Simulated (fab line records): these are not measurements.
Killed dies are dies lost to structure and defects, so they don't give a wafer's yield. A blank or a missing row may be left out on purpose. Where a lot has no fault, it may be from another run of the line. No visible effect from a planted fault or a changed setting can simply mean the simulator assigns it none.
The tool behind it: which one? | flow sky130 | 12 lots with 36 wafers sampled at 5 steps, on a route of 708 steps

== WHAT THE GAUGES READ, wafer by wafer ==
SKY_NWELL_RS_MEAS_29: uses a four-point probe to measure.
lot  | measured     | on           | NWELL_RS (ohm/sq)
L563 | day 5 04:35  | filmMetro-03 | 623.6 622.6 621.6
L564 | day 5 10:25  | filmMetro-04 | 625.5 624.9 626.3
L565 | day 5 17:55  | filmMetro-02 | 626.8 625.0 624.6
L571 | day 7 15:29  | filmMetro-02 | 623.2 625.1 626.1
L572 | day 7 22:17  | filmMetro-02 | 622.3 622.2 621.9
L573 | day 8 10:39  | filmMetro-02 | 622.1 622.1 622.5
L576 | day 9 01:09  | filmMetro-04 | 621.0 620.1 620.8
L580 | day 9 16:04  | filmMetro-04 | 625.2 625.1 626.0
L582 | day 10 04:43 | filmMetro-02 | 625.7 626.5 628.0
L581 | day 10 05:24 | filmMetro-03 | 625.5 623.0 624.0
L584 | day 10 11:15 | filmMetro-03 | 625.3 625.6 627.0
L586 | day 11 02:25 | filmMetro-02 | 624.2 627.1 626.6

SKY_SD_N_RS_MEAS_18: uses a four-point probe to measure.
lot  | measured     | on           | RES_XHIGH_RS (ohm/sq)
L563 | day 27 12:54 | filmMetro-03 | 332.5 333.0 333.1
L564 | day 27 15:03 | filmMetro-02 | 333.7 332.8 333.5
L565 | day 28 11:07 | filmMetro-02 | 332.5 334.6 332.3
L571 | day 31 02:37 | filmMetro-02 | 336.6 336.0 336.8
L572 | day 31 05:57 | filmMetro-03 | 333.8 332.6 332.2
L573 | day 32 07:05 | filmMetro-02 | 334.9 335.5 336.4
L576 | day 32 18:04 | filmMetro-03 | 331.9 332.5 331.3
L580 | day 33 11:00 | filmMetro-01 | 333.5 334.1 332.5
L582 | day 34 05:05 | filmMetro-02 | 334.3 334.8 334.3
L581 | day 34 07:44 | filmMetro-01 | 333.6 333.2 332.1
L584 | day 34 18:29 | filmMetro-02 | 333.8 332.7 334.2
L586 | day 35 09:27 | filmMetro-02 | 335.2 334.3 335.1

== TOOL THAT RAN EACH LOT (tool first, then ch and the chambers of the sampled wafers, then the start) ==
lot  | SKY_NWELL_IMPLANT_12            | SKY_POLY_GATE_ETCH_17           | SKY_LDD_N_STRIP_16
L563 | implanter-01 ch 0, day 4 11:22  | rieSi-01 ch 0,3, day 16 00:25   | plasmaAsher-02 ch 0,1, day 17 09:03
L564 | implanter-04 ch 0, day 4 16:45  | rieSi-01 ch 0,1,3, day 16 04:49 | plasmaAsher-04 ch 0,1, day 17 12:00
L565 | implanter-04 ch 0, day 5 00:32  | rieSi-01 ch 0,1,3, day 16 20:52 | plasmaAsher-03 ch 0,1, day 18 07:22
L571 | implanter-04 ch 0, day 6 20:25  | rieSi-01 ch 0,2,3, day 19 19:46 | plasmaAsher-02 ch 0,1, day 21 05:39
L572 | implanter-04 ch 0, day 7 02:32  | rieSi-01 ch 1,2,3, day 20 01:11 | plasmaAsher-04 ch 0,1, day 21 10:24
L573 | implanter-04 ch 0, day 7 13:17  | rieSi-01 ch 1,2, day 21 02:37   | plasmaAsher-02 ch 0,1, day 22 11:38
L576 | implanter-04 ch 0, day 8 03:25  | rieSi-02 ch 0,2,3, day 21 17:32 | plasmaAsher-03 ch 0,1, day 23 02:07
L580 | implanter-01 ch 0, day 8 17:49  | rieSi-01 ch 1,2,3, day 22 12:22 | plasmaAsher-04 ch 0,1, day 23 21:40
L582 | implanter-03 ch 0, day 9 07:11  | rieSi-02 ch 0,2,3, day 23 08:12 | plasmaAsher-02 ch 0,1, day 24 17:08
L581 | implanter-01 ch 0, day 9 07:29  | rieSi-01 ch 0,1, day 23 12:22   | plasmaAsher-02 ch 0,1, day 24 20:19
L584 | implanter-03 ch 0, day 9 12:43  | rieSi-01 ch 0,2,3, day 24 01:42 | plasmaAsher-02 ch 0,1, day 25 09:30
L586 | implanter-03 ch 0, day 10 02:31 | rieSi-01 ch 0,1,2, day 24 18:20 | plasmaAsher-02 ch 0,1, day 26 02:39
- SKY_NWELL_IMPLANT_12
- SKY_POLY_GATE_ETCH_17: etches poly-Si in HBr/Cl2, stops on SiO2, target depth 180 nm, time 70.5 s.
- SKY_LDD_N_STRIP_16: strips in O2/N2.

== WHAT THE TOOLS THEMSELVES READ (means of the sampled wafers that have a number; where no wafer has one, the mark that the record gives instead) ==
SKY_NWELL_IMPLANT_12.
lot  | tool         | doseIonsCm2 | faradayCurrentUA
L563 | implanter-01 | 1.3006e+12  | 7.33
L564 | implanter-04 | 1.3003e+12  | 7.30
L565 | implanter-04 | 1.3013e+12  | 7.30
L571 | implanter-04 | 1.3002e+12  | 7.33
L572 | implanter-04 | 1.4646e+12  | 8.03
L573 | implanter-04 | 1.4622e+12  | 8.24
L576 | implanter-04 | 1.4636e+12  | 8.29
L580 | implanter-01 | 1.2993e+12  | 7.33
L582 | implanter-03 | 1.2993e+12  | 7.37
L581 | implanter-01 | 1.2991e+12  | 7.30
L584 | implanter-03 | 1.3007e+12  | 7.38
L586 | implanter-03 | 1.3004e+12  | 7.23

SKY_POLY_GATE_ETCH_17.
lot  | tool     | drypumpMotorCurrentA (A) | oesProductAu (a.u.) | throttleValvePct (%)
L563 | rieSi-01 | 5.3                      | 0.980               | 33.687
L564 | rieSi-01 | 5.7                      | 0.978               | 33.688
L565 | rieSi-01 | 5.7                      | 0.985               | 33.692
L571 | rieSi-01 | 5.6                      | 0.985               | 33.680
L572 | rieSi-01 | 5.5                      | 0.988               | 33.678
L573 | rieSi-01 | 5.8                      | 0.986               | 33.685
L576 | rieSi-02 | 5.8                      | 0.978               | 33.687
L580 | rieSi-01 | 5.5                      | 0.985               | 33.688
L582 | rieSi-02 | 5.8                      | 0.984               | 33.686
L581 | rieSi-01 | 6.0                      | 0.985               | 33.683
L584 | rieSi-01 | 5.6                      | 0.989               | 33.687
L586 | rieSi-01 | 6.0                      | 0.983               | 33.689

SKY_LDD_N_STRIP_16.
lot  | tool           | drypumpMotorCurrentA (A) | oesProductAu (a.u.) | stripTimeToEndpointS (s)
L563 | plasmaAsher-02 | 5.79                     | 0.402               | 4.309
L564 | plasmaAsher-04 | 6.11                     | 0.407               | 4.311
L565 | plasmaAsher-03 | 6.26                     | 0.407               | 4.311
L571 | plasmaAsher-02 | 5.79                     | 0.403               | 4.308
L572 | plasmaAsher-04 | 6.19                     | 0.406               | 4.332
L573 | plasmaAsher-02 | 5.84                     | 0.408               | 4.314
L576 | plasmaAsher-03 | 6.25                     | 0.412               | 4.315
L580 | plasmaAsher-04 | 6.08                     | 0.407               | 4.331
L582 | plasmaAsher-02 | 5.79                     | 0.408               | 4.308
L581 | plasmaAsher-02 | 5.81                     | 0.416               | 4.333
L584 | plasmaAsher-02 | 5.71                     | 0.401               | 4.312
L586 | plasmaAsher-02 | 5.80                     | 0.406               | 4.298

== THE ANSWER, worked out from the rows above alone ==
Rule: usual is defined by the lots themselves. The widest of any qualifying gaps counts: lots, ordered by their means at a reading, are off when they make up no more than a third of the lots, leave a main group of 4 or more, and stand apart from it by 3 or more times the standard deviation of that group's means. The tables above print the reading to a certain number of digits; a main group whose means all agree to those digits is not used. A lot without any number at a reading at which 4 lots or more have one is off too. Where the step has rows for the other lots, those lots are counted as sound. Order of review: gauges by route order, followed by the tools' own readings, for which a lot's mean as printed above is used. The first step at which some lot is off is used, and at that step the reading that is off furthest; a lot without a number counts as furthest.
Off: L572, L573, L576, at SKY_NWELL_IMPLANT_12 (doseIonsCm2). Main group: mean 1.3001e+12, sd 7e+08.
If a tool, at that step or one of the process steps before it, ran each lot that is off and ran no sound lot following the first of them, it fits. One fits: implanter-04 at SKY_NWELL_IMPLANT_12. A fault onset in the window from L571 (day 6 20:25, its last sound lot) to L572 (day 7 02:32, its first lot off) fits.
The tool's own readings at SKY_NWELL_IMPLANT_12 bear it out: on the lots that are off they differ by more than 5 times the standard deviation of the sound lots' means. doseIonsCm2 reads 1.4635e+12 there against 1.3001e+12 on the sound lots; faradayCurrentUA reads 8.19 there against 7.32 on the sound lots.

== WHAT WAS PUT IN BY THE SIMULATOR ==
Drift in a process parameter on implanter-04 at SKY_NWELL_IMPLANT_12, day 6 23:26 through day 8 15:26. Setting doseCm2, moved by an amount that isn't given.
Struck lots among those shown: L572, L573, L576. The rule above reached the same finding.
